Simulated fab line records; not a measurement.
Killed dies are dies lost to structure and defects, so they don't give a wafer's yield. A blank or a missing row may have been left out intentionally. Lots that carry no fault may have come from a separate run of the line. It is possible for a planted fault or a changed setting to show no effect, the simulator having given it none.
The tool behind it: which one? ; flow gf180mcu ; 14 lots with 42 wafers sampled at 3 steps, on a route of 602 steps

== WHAT THE GAUGES READ, wafer by wafer ==
GF_NSD_CD_MEAS_07: target cd 400 nm. Usual: cdNm at 399.5 nm, with a standard deviation of 2.5.
lot;measured;on;cdNm (nm);flag
L974;day 13 12:59;cdSem-01;398.0 399.0 399.2;
L975;day 13 21:14;cdSem-01;401.2 401.1 402.8;
L976;day 14 11:25;cdSem-02;400.3 398.7 399.9;
L977;day 14 20:41;cdSem-02;400.5 401.5 401.2;
L979;day 15 15:08;cdSem-01;399.0 398.2 399.5;
L982;day 16 13:41;cdSem-02;398.4 400.1 398.7;
L987;day 18 00:52;cdSem-01;400.4 397.4 401.0;
L988;day 18 13:56;cdSem-01;397.9 399.3 398.4;
L990;day 18 23:40;cdSem-02;403.5 403.3 404.0;
L991;day 19 09:50;cdSem-01;404.3 405.7 404.9;
L992;day 19 22:52;cdSem-02;399.7 398.3 400.0;
L994;day 20 12:02;cdSem-01;399.4 398.9 397.6;
L995;day 20 21:02;cdSem-01;398.8 398.7 398.1;
L996;day 21 07:25;cdSem-01;398.1 398.9 399.7;

GF_SAB_OVL_MEAS_10. Usual: SAB_OVL 0.3 nm, standard deviation 1.2.
lot;measured;on;SAB_OVL (nm);flag
L974;day 15 07:14;overlay-01;-0.2 1.1 -1.2;
L975;day 15 15:44;overlay-01;-0.8 -1.0 -0.4;
L976;day 16 09:19;overlay-01;-0.7 0.5 -0.1;
L977;day 16 18:08;overlay-01;-0.3 0.1 -1.6;
L979;day 17 12:41;overlay-02;-2.5 0.1 -1.9;
L982;day 18 12:41;overlay-02;-1.5 0.3 -0.2;
L987;day 20 02:50;overlay-01;-0.6 0.6 -0.1;
L988;day 20 14:44;overlay-01;1.2 1.6 0.4;
L990;day 21 01:32;overlay-01;-1.9 -0.5 -1.8;
L991;day 21 10:56;overlay-02;1.1 2.1 0.0;
L992;day 21 23:51;overlay-01;1.4 2.3 1.0;
L994;day 22 12:17;overlay-02;1.1 0.4 1.4;
L995;day 22 20:32;overlay-01;2.3 -0.2 1.0;
L996;day 23 07:37;overlay-02;-1.9 0.5 -0.5;

== WHAT TOOL EACH LOT RAN ON (gives the tool, then ch and the chambers of the sampled wafers, and finally the start) ==
lot;GF_PSD_STRIP_10
L974;plasmaAsher-01 ch 0,1, day 14 10:04
L975;plasmaAsher-01 ch 1, day 14 18:21
L976;plasmaAsher-04 ch 0,1, day 15 10:13
L977;plasmaAsher-04 ch 0,1, day 15 18:46
L979;plasmaAsher-01 ch 0,1, day 16 14:31
L982;plasmaAsher-01 ch 0,1, day 17 12:42
L987;plasmaAsher-04 ch 0,1, day 19 01:59
L988;plasmaAsher-02 ch 0, day 19 19:14
L990;plasmaAsher-01 ch 0,1, day 20 00:52
L991;plasmaAsher-01 ch 0,1, day 20 10:28
L992;plasmaAsher-04 ch 0,1, day 20 23:31
L994;plasmaAsher-04 ch 0, day 21 12:32
L995;plasmaAsher-04 ch 0, day 21 21:05
L996;plasmaAsher-01 ch 0,1, day 22 07:54
- GF_PSD_STRIP_10: strips in O2/N2.

== WHAT THE TOOLS THEMSELVES READ (means of the sampled wafers that have a number; where no wafer has one, the mark that the record gives instead) ==
GF_PSD_STRIP_10. Usual: chamberPressureMTorr 1499.9 mTorr, standard deviation 1.4; drypumpMotorCurrentA 5.5 A, standard deviation 0.54; heaterPowerW 354 W, standard deviation 29; oesProductAu 0.592 a.u., standard deviation 0.0044; stripTimeToEndpointS 16.54 s, standard deviation 0.039.
lot;tool;chamberPressureMTorr (mTorr);drypumpMotorCurrentA (A);heaterPowerW (W);oesProductAu (a.u.);stripTimeToEndpointS (s);flag
L974;plasmaAsher-01;1499.1;5.5;377;0.589;16.64;
L975;plasmaAsher-01;1499.8;4.8;371;0.590;16.60;
L976;plasmaAsher-04;1500.5;5.8;318;0.593;16.49;
L977;plasmaAsher-04;1501.4;5.8;321;0.594;16.56;
L979;plasmaAsher-01;1498.9;5.5;374;0.595;16.54;
L982;plasmaAsher-01;1500.1;5.5;383;0.586;16.51;
L987;plasmaAsher-04;-;-;-;-;-;OFF
L988;plasmaAsher-02;-;-;-;-;-;OFF
L990;plasmaAsher-01;1499.6;5.1;376;0.590;16.49;
L991;plasmaAsher-01;1500.1;5.5;379;0.593;16.51;
L992;plasmaAsher-04;1500.3;5.8;322;0.591;16.52;
L994;plasmaAsher-04;1500.8;5.2;349;0.591;16.56;
L995;plasmaAsher-04;1500.4;5.2;344;0.592;16.58;
L996;plasmaAsher-01;1499.8;5.5;381;0.592;16.55;

== THE ANSWER, worked out from the rows above alone ==
Rule: lot off if the mean of its wafers having a number is beyond 3 standard deviations from the usual mean. A lot without any number at a reading at which 4 lots or more have one is off too. Where the step has rows for the other lots, those lots are counted as sound. The gauges are gone through in route order, then the tools' own readings, and for those a lot's mean is taken as printed above. The first step at which some lot is off is used, and at that step the reading that is off furthest; a lot without a number counts as furthest.
Off at GF_PSD_STRIP_10 (chamberPressureMTorr): L987, L988. Without a number there: L987, L988.
A tool fits if, at that step or a process step before it, it ran every lot that is off, and no sound lot after the first of them. Not one of the candidates tried fits.

== WHAT THE SIMULATOR PUT IN ==
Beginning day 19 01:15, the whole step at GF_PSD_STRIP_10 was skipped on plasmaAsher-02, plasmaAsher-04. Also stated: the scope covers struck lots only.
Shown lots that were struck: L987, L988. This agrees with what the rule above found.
